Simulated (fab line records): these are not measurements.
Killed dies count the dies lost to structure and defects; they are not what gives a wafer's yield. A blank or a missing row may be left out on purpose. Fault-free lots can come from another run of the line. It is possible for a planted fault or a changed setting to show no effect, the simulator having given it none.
fab line records	flow gf180mcu
[record] lots = 11	wafers = 33	lastDay = 34
route steps=602 shown VT_IMPLANT@111 NSD@244 V1@361 M2@364
lots with no fault: from the same line, run without faults
startH: the number of hours between the record's first day and the start of the first shown wafer of the lot	waitH: how many hours have passed since the lot's step before this one	" the same as in the row above	L1.1+2: a single row standing in for several wafers	- no value, or no start given	* or withheld: withheld	< > ~ a bound
route shown NAME@n: a module of which the file shows steps, and the number in the route of the first	usual: average and standard deviation across the fault-free wafers	same: alike in all rows	chamber/n: place in a boat	sites: each site's reading	_std_site: the standard deviation of these	_edge_site: outer sites' mean less inner sites'	radiusMm: for every site, how far away it sits from the centre of the wafer	mask NAME#n: copy n	behind: the tool/chamber that last shaped the wafer	hold: the reason the lot was held/the length of the hold in hours/how it ended	device: transistor that didn't switch, given as n, p or np	end of line: the tests these same wafers got at the end of their route	step lacking rows: just its recipe	killed: dies lost to structure and defects at the first sort, not the wafer's yield	map: per-die view of a wafer (x killed, . not killed, _ where there is no die)
set.NAME: the setting the step ran with; set.NAME@STEP: the setting that earlier step ran with	model.NAME: the simulator's own value behind a step, which no gauge read
a sample of lots followed through the steps of the route, with each step as a table and each wafer as a row
services: the hour from which a tool's chamber was out of use, counted from the record's first day as startH (under 0 if before that day), plus the number of hours and why
[[steps]]
[step GF_VT_IMPLANT_TW_MEAS_21]
[usual] VT_IMPLANT_2_TW = 1211/8.8
lot.wafer	tool	chamber	startH	waitH	VT_IMPLANT_2_TW
L714.1	filmMetro-01	-	132.50	0.1	1215
L714.2	"	-	"	"	1229
L714.4	"	-	"	"	1217
L716.4	filmMetro-04	-	147.36	0.1	1205
L716.5	"	-	"	"	1206
L716.6	"	-	"	"	1208
L717.1	filmMetro-01	-	152.88	0.2	1216
L717.4	"	-	"	"	1217
L717.5	"	-	"	"	1216
L718.1	filmMetro-01	-	159.45	0.1	1216
L718.2	"	-	"	"	1217
L718.3	"	-	"	"	1220
L721.2	filmMetro-01	-	175.84	0.1	1220
L721.4	"	-	"	"	1217
L721.6	"	-	"	"	1225
L722.1	filmMetro-04	-	181.28	0.1	1198
L722.2	"	-	"	"	1203
L722.3	"	-	"	"	1199
L730.4	filmMetro-04	-	232.96	0.1	1199
L730.5	"	-	"	"	1203
L730.6	"	-	"	"	1196
L732.2	filmMetro-04	-	244.66	0.1	1209
L732.3	"	-	"	"	1205
L732.5	"	-	"	"	1215
L734.4	filmMetro-01	-	257.31	0.1	1220
L734.5	"	-	"	"	1223
L734.6	"	-	"	"	1220
L735.1	filmMetro-03	-	261.90	0.1	1201
L735.3	"	-	"	"	1202
L735.4	"	-	"	"	1202
L736.2	filmMetro-01	-	268.69	0.1	1227
L736.3	"	-	"	"	1223
L736.5	"	-	"	"	1219
[step GF_NSD_IMPLANT_09]
[recipe] species = As	energyKev = 60	doseCm2 = 4e+15	tiltDeg = 7
[usual] beamOnS = 19.4/1.9	doseIonsCm2 = 4e+15/4.5e+12
lot.wafer	tool	chamber	startH	waitH	beamOnS	doseIonsCm2
L714.1	implanter-03	0	304.72	0.0	21.4	4.011e+15
L714.2	"	0	"	"	21.3	3.998e+15
L714.4	"	0	"	"	21.7	4.008e+15
L716.4	implanter-03	0	322.64	0.1	21.1	3.993e+15
L716.5	"	0	"	"	20.9	3.999e+15
L716.6	"	0	"	"	21.3	3.991e+15
L717.1	implanter-04	0	335.45	0.0	20.6	4.003e+15
L717.4	"	0	"	"	21.0	4e+15
L717.5	"	0	"	"	20.0	4.003e+15
L718.1	implanter-03	0	347.30	0.0	21.0	4.001e+15
L718.2	"	0	"	"	21.0	4.003e+15
L718.3	"	0	"	"	20.9	4e+15
L722.1	implanter-03	0	377.55	0.0	13.5	2.632e+15
L722.2	"	0	"	"	14.5	2.632e+15
L722.3	"	0	"	"	13.4	2.634e+15
L721.2	implanter-03	0	377.88	0.0	14.2	2.639e+15
L721.4	"	0	"	"	14.1	2.633e+15
L721.6	"	0	"	"	14.4	2.641e+15
L730.4	implanter-01	0	427.33	0.1	17.3	4.006e+15
L730.5	"	0	"	"	17.5	4.01e+15
L730.6	"	0	"	"	18.2	3.999e+15
L732.2	implanter-03	0	448.89	0.0	21.5	4.007e+15
L732.3	"	0	"	"	22.0	3.999e+15
L732.5	"	0	"	"	21.1	4.005e+15
L734.4	implanter-01	0	461.13	0.1	17.4	4.004e+15
L734.5	"	0	"	"	16.9	4.006e+15
L734.6	"	0	"	"	17.3	4.002e+15
L735.1	implanter-04	0	469.51	0.0	20.4	4.005e+15
L735.3	"	0	"	"	19.7	4e+15
L735.4	"	0	"	"	21.1	4.004e+15
L736.2	implanter-01	0	478.77	0.0	17.6	3.996e+15
L736.3	"	0	"	"	17.2	3.999e+15
L736.5	"	0	"	"	17.4	4.009e+15
[step GF_NSD_STRIP_11]
[recipe] chemistry = O2/N2	powerW = 1400	pressureMtorr = 1500	platenTempC = 250	o2FlowSccm = 3000	n2FlowSccm = 300	overashFraction = 0.5
[usual] drypumpMotorCurrentA = 5.83/0.14	heaterPowerW = 343/13	o2FlowSccm = 3000/8.9	oesProductAu = 0.487/0.0043	stripTimeToEndpointS = 22.97/0.037
lot.wafer	tool	chamber	startH	waitH	drypumpMotorCurrentA	heaterPowerW	o2FlowSccm	oesProductAu	rfHoursCounterH	stripTimeToEndpointS
L714.1	plasmaAsher-01	0	305.02	0.1	5.74	357	2984	0.478	20	22.90
L714.2	"	1	"	"	5.76	343	3002	0.485	20	22.99
L714.4	"	1	"	"	5.78	344	2985	0.491	-	22.94
L716.4	plasmaAsher-03	1	322.90	0.1	5.88	352	3009	0.487	-	22.99
L716.5	"	1	"	"	5.90	353	2996	0.485	-	22.96
L716.6	"	0	"	"	6.11	316	2999	0.489	-	22.97
L717.1	plasmaAsher-01	0	335.75	0.1	5.74	367	2990	0.486	23	22.94
L717.4	"	1	"	"	5.74	343	2988	0.480	-	22.96
L717.5	"	0	"	"	5.74	349	2994	0.492	-	23.01
L718.1	plasmaAsher-01	0	347.60	0.1	5.74	355	2998	0.486	24	23.08
L718.2	"	1	"	"	5.78	340	3012	0.487	24	23.06
L718.3	"	0	"	"	5.75	358	2993	0.488	-	23.11
L722.1	plasmaAsher-01	0	377.85	0.1	5.75	352	3003	0.507	27	21.42
L722.2	"	1	"	"	5.71	334	2983	0.514	27	21.39
L722.3	"	1	"	"	5.75	337	2985	0.497	-	21.37
L721.2	plasmaAsher-04	0	378.15	0.1	5.85	355	3007	0.510	74	21.40
L721.4	"	1	"	"	5.66	333	3009	0.510	-	21.36
L721.6	"	1	"	"	5.65	335	2989	0.506	-	21.34
L730.4	plasmaAsher-03	0	427.58	0.1	6.09	328	2998	0.496	-	23.00
L730.5	"	1	"	"	5.88	354	3002	0.490	-	22.96
L730.6	"	0	"	"	6.08	324	2998	0.484	-	23.02
L732.2	plasmaAsher-03	1	449.16	0.1	5.88	358	3008	0.488	68	22.92
L732.3	"	0	"	"	6.12	324	2985	0.490	-	22.97
L732.5	"	1	"	"	5.86	349	3006	0.488	-	22.96
L734.4	plasmaAsher-01	1	461.38	0.1	5.70	337	2988	0.485	-	22.98
L734.5	"	0	"	"	5.75	357	3000	0.492	-	22.93
L734.6	"	1	"	"	5.72	331	3000	0.499	-	22.89
L735.1	plasmaAsher-04	1	469.81	0.1	5.64	320	3010	0.481	4	22.92
L735.3	"	1	"	"	5.66	321	3009	0.481	-	22.95
L735.4	"	0	"	"	5.85	340	3002	0.490	-	22.93
L736.2	plasmaAsher-04	0	479.05	0.1	5.85	338	2987	0.484	5	23.00
L736.3	"	1	"	"	5.65	315	2996	0.489	-	23.02
L736.5	"	0	"	"	5.88	336	3008	0.486	-	23.03
[step GF_PSD_RS_MEAS_14]
[recipe] thkMeasGauge = four-point-probe
[usual] NSD_RS = 46.14/0.076
lot.wafer	tool	chamber	startH	waitH	NSD_RS[ohm/sq]
L714.1	filmMetro-03	-	325.99	0.1	46.19
L714.2	"	-	"	"	46.17
L714.4	"	-	"	"	46.17
L716.4	filmMetro-04	-	343.19	0.1	46.09
L716.5	"	-	"	"	46.09
L716.6	"	-	"	"	46.12
L717.1	filmMetro-01	-	357.18	0.1	46.04
L717.4	"	-	"	"	45.98
L717.5	"	-	"	"	46.04
L718.1	filmMetro-01	-	369.71	0.1	46.08
L718.2	"	-	"	"	46.10
L718.3	"	-	"	"	46.06
L722.1	filmMetro-01	-	401.56	0.1	49.10
L722.2	"	-	"	"	49.22
L722.3	"	-	"	"	49.33
L721.2	filmMetro-03	-	401.95	0.1	49.31
L721.4	"	-	"	"	49.42
L721.6	"	-	"	"	49.44
L730.4	filmMetro-01	-	452.35	0.1	46.26
L730.5	"	-	"	"	46.18
L730.6	"	-	"	"	46.22
L732.2	filmMetro-04	-	473.68	0.1	46.17
L732.3	"	-	"	"	46.19
L732.5	"	-	"	"	46.08
L734.4	filmMetro-03	-	485.57	0.1	46.08
L734.5	"	-	"	"	46.12
L734.6	"	-	"	"	46.05
L735.1	filmMetro-01	-	493.29	0.1	46.21
L735.3	"	-	"	"	46.12
L735.4	"	-	"	"	46.23
L736.2	filmMetro-03	-	502.81	0.1	46.20
L736.3	"	-	"	"	46.13
L736.5	"	-	"	"	46.13
[step GF_V1_CMP_26]
[recipe] stopOn = SiO2	downForcePsi = 3.5	platenRpm = 60	tOverpolishS = 15	targetThkNm = 0	padVelocityMS = 0.94248
[usual] headPressurePsi = 3.501/0.0076	motorCurrentA = 10.7/0.89	overpolishRunS = 15.002/0.0086	retainingRingPressureFrac = 1.000/0.0054	timeToEndpointS = 87/4.5
[same] tOverpolishS = 15
lot.wafer	tool	chamber	startH	waitH	headPressurePsi	motorCurrentA	overpolishRunS	retainingRingPressureFrac	timeToEndpointS
L714.4	cmp-01	0	420.64	0.0	3.504	11.3	15.010	1.006	82
L714.1	"	2	"	"	3.493	11.4	14.999	0.994	90
L714.2	"	3	"	"	3.511	10.1	15.003	0.990	84
L716.4	cmp-02	0	439.53	0.1	3.487	10.4	15.005	0.998	95
L716.6	"	3	"	"	3.506	10.9	15.004	1.006	87
L716.5	"	0	"	"	3.496	9.7	14.999	1.001	89
L717.4	cmp-02	3	456.30	0.0	3.490	10.8	14.992	0.998	88
L717.1	"	0	"	"	3.506	9.8	14.979	1.001	91
L717.5	"	3	"	"	3.512	10.8	15.003	0.998	85
L718.1	cmp-01	0	471.49	0.1	3.508	11.1	15.004	0.993	81
L718.2	"	1	"	"	3.506	12.0	14.988	1.003	96
L718.3	"	2	"	"	3.493	11.4	15.012	0.990	91
L722.3	cmp-01	1	502.45	0.0	3.492	11.7	15.008	0.992	91
L722.1	"	3	"	"	3.506	10.6	14.998	1.000	83
L722.2	"	0	"	"	3.497	11.3	15.010	1.002	81
L721.4	cmp-02	1	504.12	0.7	3.497	11.1	14.980	0.996	88
L721.2	"	3	"	"	3.509	10.9	15.005	1.000	91
L721.6	"	2	"	"	3.501	8.5	15.009	1.003	94
L730.4	cmp-01	3	551.09	0.1	3.499	10.0	14.998	0.997	86
L730.5	"	1	"	"	3.493	11.0	14.984	0.994	90
L730.6	"	2	"	"	3.497	11.1	15.012	1.008	85
L732.2	cmp-01	0	570.25	0.0	3.505	11.0	15.009	1.001	84
L732.3	"	2	"	"	3.506	10.4	15.014	0.996	86
L732.5	"	1	"	"	3.497	11.9	15.007	0.997	93
L734.4	cmp-01	1	580.97	0.1	3.508	12.2	14.994	1.006	90
L734.5	"	0	"	"	3.507	10.6	15.005	0.988	82
L734.6	"	1	"	"	3.503	11.6	15.007	0.995	91
L735.4	cmp-01	3	587.97	0.1	3.510	10.1	15.005	0.996	85
L735.3	"	0	"	"	3.502	10.4	15.006	1.011	80
L735.1	"	1	"	"	3.496	12.0	15.003	1.003	90
L736.2	cmp-01	2	596.97	0.0	3.499	11.1	15.000	0.997	89
L736.3	"	0	"	"	3.493	11.1	15.006	1.005	84
L736.5	"	2	"	"	3.506	11.3	15.016	0.995	89
[step GF_M2_SPUTTER_02]
[recipe] material = AlCu	targetThkNm = 450	powerW = 10600	timeS = 23.9	chamberPressurePa = 0.4
[usual] throttleValvePct = 29.4/1
lot.wafer	tool	chamber	startH	waitH	throttleValvePct
L714.1	pvdSputter-03	-	421.07	0.0	29.8
L714.2	"	-	"	"	29.8
L714.4	"	-	"	"	29.7
L716.4	pvdSputter-04	-	439.91	0.0	29.9
L716.5	"	-	"	"	28.7
L716.6	"	-	"	"	29.5
L717.1	pvdSputter-03	-	456.74	0.0	30.1
L717.4	"	-	"	"	30.0
L717.5	"	-	"	"	29.8
L718.1	pvdSputter-03	-	471.87	0.0	29.9
L718.2	"	-	"	"	29.5
L718.3	"	-	"	"	31.1
L722.1	pvdSputter-03	-	502.88	0.0	29.8
L722.2	"	-	"	"	29.9
L722.3	"	-	"	"	30.0
L721.2	pvdSputter-02	-	504.55	0.0	29.8
L721.4	"	-	"	"	27.4
L721.6	"	-	"	"	30.5
L730.4	pvdSputter-02	-	551.42	0.0	29.9
L730.5	"	-	"	"	28.6
L730.6	"	-	"	"	30.9
L732.2	pvdSputter-04	-	570.68	0.0	29.3
L732.3	"	-	"	"	29.5
L732.5	"	-	"	"	29.3
L734.4	pvdSputter-04	-	581.36	0.0	29.8
L734.5	"	-	"	"	29.0
L734.6	"	-	"	"	29.5
L735.1	pvdSputter-02	-	588.35	0.0	30.0
L735.3	"	-	"	"	27.4
L735.4	"	-	"	"	28.7
L736.2	pvdSputter-04	-	597.40	0.0	29.9
L736.3	"	-	"	"	29.4
L736.5	"	-	"	"	29.6
[[services]]
tool	chamber	startH	hours	kind
cmp-01	-	289.11	4.6	repair
cmp-02	-	293.75	4.6	pm
implanter-03	-	317.23	2.5	repair
cmp-01	-	351.97	0.5	repair
plasmaAsher-04	-	382.61	28.1	pm
cmp-01	-	404.29	4.0	pm
implanter-01	-	404.53	2.8	repair
plasmaAsher-01	-	404.73	14.6	pm
implanter-01	-	419.73	1.5	repair
plasmaAsher-04	-	421.25	9.0	pm
cmp-02	-	433.29	3.6	repair
implanter-03	-	433.72	9.7	repair
implanter-01	-	437.45	3.5	repair
implanter-03	-	462.08	3.6	pm
plasmaAsher-04	-	477.38	0.8	repair
plasmaAsher-03	-	488.94	14.6	pm
cmp-01	-	507.01	2.7	pm
pvdSputter-03	-	512.25	1.0	repair
pvdSputter-03	-	519.83	20.9	repair
pvdSputter-04	-	522.68	4.2	repair
cmp-01	-	544.59	4.8	pm
plasmaAsher-01	-	569.36	15.6	pm
implanter-03	-	580.57	6.4	repair
pvdSputter-04	-	590.77	3.4	repair
[[key]]
[firstSign] step = GF_NSD_IMPLANT_09	reading = doseIonsCm2	direction = down	sigmas = 99+	usual = 4e+15	struck = 2.635e+15
[effect] step = GF_NSD_IMPLANT_09	reading = beamOnS	direction = down	sigmas = 2.8	usual = 19.4	struck = 14.0
[effect] step = GF_NSD_STRIP_11	reading = stripTimeToEndpointS	direction = down	sigmas = 43	usual = *	struck = *
[effect] step = GF_PSD_RS_MEAS_14	reading = NSD_RS	direction = up	sigmas = 42	usual = 46.14	struck = 49.30
metAt GF_NSD_IMPLANT_09
struckLots L721,L722
testerLeftOut L721,L722
notActingAt GF_VT_IMPLANT_TW_MEAS_21,GF_V1_CMP_26,GF_M2_SPUTTER_02
onsetBetween 347.30 377.55
[fault] kind = processParameterDrift	tool = implanter-03	chamber = -	onsetH = 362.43	steps = GF_NSD_IMPLANT_09	channel = doseCm2	offset = -1.3645e+15	shape = step	endH = 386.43	actsIn = theseRecipesOnly	stated = 4e+15
// testerLeftOut: of these lots the tester's yield and bins aren't shown, on N5 and GAA mostly nor the transistor test; their killed dies are dies lost to structure and defects alone, not to doping, threshold or leakage, so they don't give the yield
